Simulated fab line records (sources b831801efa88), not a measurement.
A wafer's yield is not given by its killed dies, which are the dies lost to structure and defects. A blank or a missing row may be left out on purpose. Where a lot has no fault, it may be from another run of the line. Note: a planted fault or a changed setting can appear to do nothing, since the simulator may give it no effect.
Matching of chambers -- flow sfq_line -- SFQ_TRILAYER_A5B_DEP_PECVD_129 on pecvd-01 has 3 sister chambers
The step deposits SiO2 from SiH4/N2O, time 133.33 s, target thk 600 nm. 6 wafers are shown with their chamber, then 7 later ones without.

WAFERS, EACH WITH ITS CHAMBER
wafer,chamber,heater_power_w (W),throttle_valve_pct (%)
L558.2,2,81,23.0
L558.5,2,85,23.1
L560.4,0,77,24.4
L560.6,1,73,23.5
L563.1,1,73,24.1
L563.2,0,83,24.6

WAFERS WHOSE CHAMBER IS MISSING
wafer,heater_power_w (W),throttle_valve_pct (%)
L563.5,75,23.9
L565.1,81,24.4
L565.4,81,24.6
L565.5,72,24.1
L567.1,64,24.5
L567.5,77,24.7
L567.6,72,23.1

EACH ONE'S CHAMBER
wafer,from the rows above,in truth
L563.5,1,1
L565.1,0,0
L565.4,0,0
L565.5,can't be placed: 1 or 0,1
L567.1,can't be placed: 1 or 0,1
L567.5,0,0
L567.6,can't be placed: 1 or 2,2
Placed correctly: 4 of 7. Unplaceable from these rows: 3, with the true chamber sitting among the candidates in 3. Placed wrongly: 0.
How it was worked out, from the rows above alone: a wafer's distance from a chamber is the root of the sum, over the readings, of the square of ((its reading less the chamber's mean) divided by the reading's scatter). If the next closest chamber is less than 2 further off than the closest, the wafer can't be placed; otherwise it belongs to the closest. For every chamber, the mean is computed from those of its wafers that are shown. The scatter is the square root of a quotient: the sum, over the shown wafers, of each reading's squared deviation from its chamber's mean, divided by wafers minus chambers.
